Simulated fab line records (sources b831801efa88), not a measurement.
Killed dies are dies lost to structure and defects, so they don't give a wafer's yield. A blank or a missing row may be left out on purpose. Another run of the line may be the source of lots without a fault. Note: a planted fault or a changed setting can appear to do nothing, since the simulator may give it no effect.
Comparing a struck lot with a sound one | flow sky130 | 43 steps out of a route of 708
Sound: these wafers, L134.1, L134.2, L134.6. The struck wafers were L154.2, L154.3, L154.5. The cause is given at the end.
Each step with rows lists, per side, the tool, then ch with its chambers, then its first start. Under that, the readings that differ: sound wafers | struck wafers | difference of the means | sigmas: that difference in standard deviations of wafers without a fault.
alike: readings with means less than 2 such deviations apart, plus words and numbers identical on both sides. not compared: withheld readings, readings lacking a value on some wafer, bounds such as >300 that could conceal the same value, and numbers that have no deviation in the record and whose values overlap.
Wherever a step has rows on one side only, a row that says differs or no value, or a row with sigmas, the two part there. Non-overlapping numbers with no deviation appear without sigmas and do not part them. A reading missing from all wafers of one side parts the sides only when that side holds two or more wafers.

first, 7 steps without rows for these wafers: SKY_LDD_LDN_DEHYDRATE_00 (time 60 s); SKY_LDD_LDN_HMDS_01 (prime time 60 s); SKY_LDD_LDN_COAT_02 (resist thk 1140 nm); SKY_LDD_LDN_SOFTBAKE_03 (time 60 s); SKY_LDD_LDN_EXPOSE_04 (exposes mask LDNTM, target cd 700 nm); SKY_LDD_LDN_PEB_05; SKY_LDD_LDN_DEVELOP_06 (develop time 60 s).
SKY_LDD_LDN_OVL_MEAS_07:
  struck on overlay-02, day 30 08:03; sound on overlay-01, day 23 00:53
  alike: LDD_LDN_OVL
then, 4 steps without rows for these wafers: SKY_LDD_LDN_IMPLANT_08; SKY_LDD_LDN_IMPLANT_09; SKY_LDD_LDN_IMPLANT_10; SKY_LDD_LDN_IMPLANT_11.
SKY_LDD_LDN_STRIP_12: strips in O2/N2.
  sound on plasma_asher-03 ch 0,1, day 23 01:31; struck on plasma_asher-02 ch 0, day 30 08:41
  reading                     | sound       | struck      | difference | sigmas
  drypump_motor_current_A (A) | 6.2 5.8 6.2 | 5.2 5.2 5.1 | -0.9       | -3
  alike: oes_product_au, strip_time_to_endpoint_s
  not compared: rf_hours_counter_h
SKY_LDD_LDN_TW_MEAS_13:
  struck on film_metro-04, day 30 08:47; sound on film_metro-04, day 23 01:37
  alike: LDD_LDN_TW
then, 2 steps without rows for these wafers: SKY_LDD_LDN_CLEAN_14 (cleans in SC1/SC2, time 150 s); SKY_SPACER_CVD_00 (deposits Si3N4 from DCS/NH3, target thk 43.1 nm, time 740 s).
SKY_SPACER_THK_MEAS_01:
  struck on film_metro-02, day 30 12:00; sound on film_metro-04, day 23 18:52
  alike: SPACER_CVD_00_THK
SKY_SPACER_ETCHBACK_02: etches Si3N4 in CH3F/O2, stops on SiO2, time 46.7 s, target depth 45 nm.
  sound on rie_diel-01 ch 1,2, day 23 18:56; struck on rie_diel-03 ch 0,2,3, day 30 12:03
  alike: drypump_motor_current_A, oes_product_au, throttle_valve_pct
  not compared: rf_hours_counter_h
then, 8 steps without rows for these wafers: SKY_POLY_CUT_DEHYDRATE_00 (time 60 s); SKY_POLY_CUT_HMDS_01 (prime time 60 s); SKY_POLY_CUT_COAT_02 (resist thk 60 nm); SKY_POLY_CUT_COAT_03 (resist thk 450 nm); SKY_POLY_CUT_SOFTBAKE_04 (time 90 s); SKY_POLY_CUT_EXPOSE_05 (exposes mask NPCM, target cd 270 nm); SKY_POLY_CUT_PEB_06; SKY_POLY_CUT_DEVELOP_07 (develop time 60 s).
SKY_POLY_CUT_CD_MEAS_08 targets a cd of 270 nm.
  struck on cd_sem-01, day 31 15:30; sound on cd_sem-01, day 25 00:38
  alike: cd_nm
SKY_POLY_CUT_OVL_MEAS_09:
  struck on overlay-01, day 31 15:37; sound on overlay-02, day 25 00:45
  alike: POLY_CUT_OVL
SKY_POLY_CUT_ETCH_10: etches BARC in N2/H2, stops on SiO2, time 45.9 s, target depth 60 nm.
  sound on rie_diel-03 ch 0,1,3, day 25 00:47; struck on rie_diel-03 ch 0,2,3, day 31 15:38
  alike: drypump_motor_current_A, oes_product_au, throttle_valve_pct
  not compared: rf_hours_counter_h
SKY_POLY_CUT_ETCH_11: etches Si3N4 in CF4/CH2F2/Ar, stops on poly-Si, time 42.5 s, target depth 60 nm.
  sound on rie_diel-03 ch 0,1,3, day 25 00:50; struck on rie_diel-03 ch 0,2,3, day 31 15:41
  alike: drypump_motor_current_A, oes_product_au, throttle_valve_pct
  not compared: rf_hours_counter_h
SKY_POLY_CUT_STRIP_12: strips in O2/N2.
  sound on plasma_asher-02 ch 0,1, day 25 00:52; struck on plasma_asher-03 ch 0,1, day 31 15:43
  alike: drypump_motor_current_A, oes_product_au, strip_time_to_endpoint_s
  not compared: rf_hours_counter_h
then, 7 steps without rows for these wafers: SKY_SD_P_DEHYDRATE_00 (time 60 s); SKY_SD_P_HMDS_01 (prime time 60 s); SKY_SD_P_COAT_02 (resist thk 1140 nm); SKY_SD_P_SOFTBAKE_03 (time 60 s); SKY_SD_P_EXPOSE_04 (exposes mask PSDM, target cd 380 nm); SKY_SD_P_PEB_05; SKY_SD_P_DEVELOP_06 (develop time 60 s).
SKY_SD_P_CD_MEAS_07 targets a cd of 380 nm.
  struck on cd_sem-01, day 32 18:19; sound on cd_sem-01, day 26 07:00
  alike: cd_nm
SKY_SD_P_OVL_MEAS_08:
  struck on overlay-02, day 32 18:25; sound on overlay-01, day 26 07:07
  alike: SD_P_OVL
after that, 1 step had no rows for these wafers: SKY_SD_P_IMPLANT_09.
SKY_SD_P_STRIP_10: strips in O2/N2.
  sound on plasma_asher-01 ch 0,1, day 26 07:18; struck on plasma_asher-04 ch 0,1, day 32 18:36
  alike: drypump_motor_current_A, oes_product_au, strip_time_to_endpoint_s
  not compared: rf_hours_counter_h
-- a jump in the record: the struck wafers' starts before and after are 18 days apart (it breaks off in module SD_P and resumes in module PAD_OPEN, where the first step shown is number 708 of the route) --
SKY_PAD_OPEN_PROBE_99:
  the record has rows for the struck wafers here (prober-01, day 50 13:29) and none for the sound ones

== WHERE THEY PART ==
First at SKY_LDD_LDN_STRIP_12; last, within this record, at SKY_PAD_OPEN_PROBE_99.

WHY: what had been put in by the simulator
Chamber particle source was plasma_asher-02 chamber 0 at SKY_LDD_LDN_STRIP_12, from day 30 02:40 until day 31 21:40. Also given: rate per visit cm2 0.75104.
